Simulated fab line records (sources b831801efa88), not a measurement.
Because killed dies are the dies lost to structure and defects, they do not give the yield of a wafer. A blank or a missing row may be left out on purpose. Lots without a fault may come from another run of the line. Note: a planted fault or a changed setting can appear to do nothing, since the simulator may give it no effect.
Chamber matching    flow sky130    4 sister chambers for SKY_VIA2_CMP_24 on cmp-02
The step polishes, stops on SiO2, t overpolish 20 s, target thk 0 nm. 8 wafers are shown with their chamber, then 12 later ones without.

== WAFERS WITH THEIR CHAMBER ==
wafer   chamber  motor-current-A (A)  time-to-endpoint-s (s)
L085.1  0        9.9                  92
L085.2  1        9.6                  92
L085.3  2        10.7                 100
L090.1  1        8.8                  92
L090.3  0        10.9                 90
L088.2  2        10.6                 105
L088.3  3        12.1                 104
L088.6  3        11.6                 104

== WAFERS WHOSE CHAMBER IS MISSING ==
wafer   motor-current-A (A)  time-to-endpoint-s (s)
L091.1  9.7                  95
L091.3  10.2                 95
L091.6  9.7                  93
L093.2  9.6                  95
L093.4  10.6                 93
L093.6  10.4                 95
L095.3  9.8                  104
L095.4  11.6                 106
L095.5  9.3                  95
L097.1  10.2                 94
L097.3  11.7                 104
L097.6  11.6                 106

== CHAMBER TAKEN BY EACH ==
wafer   from the rows above           in truth
L091.1  can't be placed: 1 or 0       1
L091.3  can't be placed: 0 or 1 or 2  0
L091.6  can't be placed: 1 or 0       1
L093.2  can't be placed: 1 or 0       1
L093.4  can't be placed: 0 or 1       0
L093.6  can't be placed: 0 or 1 or 2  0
L095.3  2                             2
L095.4  can't be placed: 3 or 2       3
L095.5  can't be placed: 1 or 0       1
L097.1  can't be placed: 0 or 1       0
L097.3  can't be placed: 3 or 2       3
L097.6  can't be placed: 3 or 2       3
Correct placement for 1 of the 12. These rows do not allow placing 11 (true chamber among the candidates in 11). Placed wrongly: 0.
How it was worked out, from the rows above alone: a wafer's distance from a chamber is the root of the sum, over the readings, of the square of ((its reading less the chamber's mean) divided by the reading's scatter). The wafer belongs to the nearest chamber; if the next one is less than 2 further off, it can't be placed. A chamber's mean is the mean of its shown wafers. How the scatter is found: for the shown wafers, subtract from each reading the mean of its chamber, square and add these, divide the total by (wafers less chambers), then take the root.
